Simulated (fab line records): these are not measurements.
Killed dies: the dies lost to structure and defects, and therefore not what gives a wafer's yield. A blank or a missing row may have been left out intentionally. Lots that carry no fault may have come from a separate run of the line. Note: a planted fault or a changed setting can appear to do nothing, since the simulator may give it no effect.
Which tool was responsible? | flow gf180mcu | 6 lots with 17 wafers sampled at 3 steps, on a route of 602 steps

== WHAT THE GAUGES READ, wafer by wafer ==
GF_CONTACT_RS_MEAS_25: the measuring method here is four-point-probe.
lot  | measured     | on           | CONTACT_W_RS (ohm/sq)
L138 | day 16 11:16 | filmMetro-03 | 0.389 0.387 0.385
L147 | day 19 16:22 | filmMetro-03 | 0.384 0.415
L151 | day 21 02:14 | filmMetro-03 | 0.393 0.387 0.416
L155 | day 22 13:41 | filmMetro-03 | 0.379 0.383 0.385
L158 | day 23 21:07 | filmMetro-02 | 0.379 0.378 0.380
L159 | day 24 08:31 | filmMetro-02 | 0.385 0.382 0.380

== EACH LOT AND THE TOOL THAT RAN IT (in order: tool; ch and the chambers of the sampled wafers; start) ==
lot  | GF_SAB_STRIP_13                     | GF_CONTACT_CVD_24
L138 | plasmaAsher-03 ch 0,1, day 15 11:38 | cvdW-01 ch 0,1, day 16 11:10
L147 | plasmaAsher-02 ch 0,1, day 18 13:58 | cvdW-02 ch 1, day 19 16:14
L151 | plasmaAsher-02 ch 0,1, day 19 23:26 | cvdW-02 ch 0,1, day 21 02:08
L155 | plasmaAsher-04 ch 0,1, day 21 12:02 | cvdW-01 ch 0, day 22 13:35
L158 | plasmaAsher-02 ch 0,1, day 22 20:12 | cvdW-02 ch 0,1, day 23 21:01
L159 | plasmaAsher-03 ch 0,1, day 23 08:13 | cvdW-01 ch 0,1, day 24 08:23
- GF_SAB_STRIP_13: strips in O2/N2.
- GF_CONTACT_CVD_24: deposits W, target thk 300 nm, time 90.339 s.

== THE ANSWER, worked out from the rows above alone ==
Rule: what is usual is taken from the lots themselves. The widest of any qualifying gaps counts: lots, ordered by their means at a reading, are off when they make up no more than a third of the lots, leave a main group of 4 or more, and stand apart from it by 3 or more times the standard deviation of that group's means. A main group is skipped when, at the precision printed for the reading in the tables above, its means are all equal. A lot without any number at a reading at which 4 lots or more have one is off too. Any other lot the step has rows for is counted as sound.
Off: L147, L151, seen at GF_CONTACT_RS_MEAS_25 (CONTACT_W_RS). The main group has a mean of 0.383 ohm/sq with a standard deviation of 0.0028.
A tool fits if, at a process step before that reading, it ran every lot that is off, and no sound lot after the first of them. The gauges at GF_CONTACT_RS_MEAS_25 are tried like those tools. Of those tried, none fits.

== WHAT THE SIMULATOR PUT IN ==
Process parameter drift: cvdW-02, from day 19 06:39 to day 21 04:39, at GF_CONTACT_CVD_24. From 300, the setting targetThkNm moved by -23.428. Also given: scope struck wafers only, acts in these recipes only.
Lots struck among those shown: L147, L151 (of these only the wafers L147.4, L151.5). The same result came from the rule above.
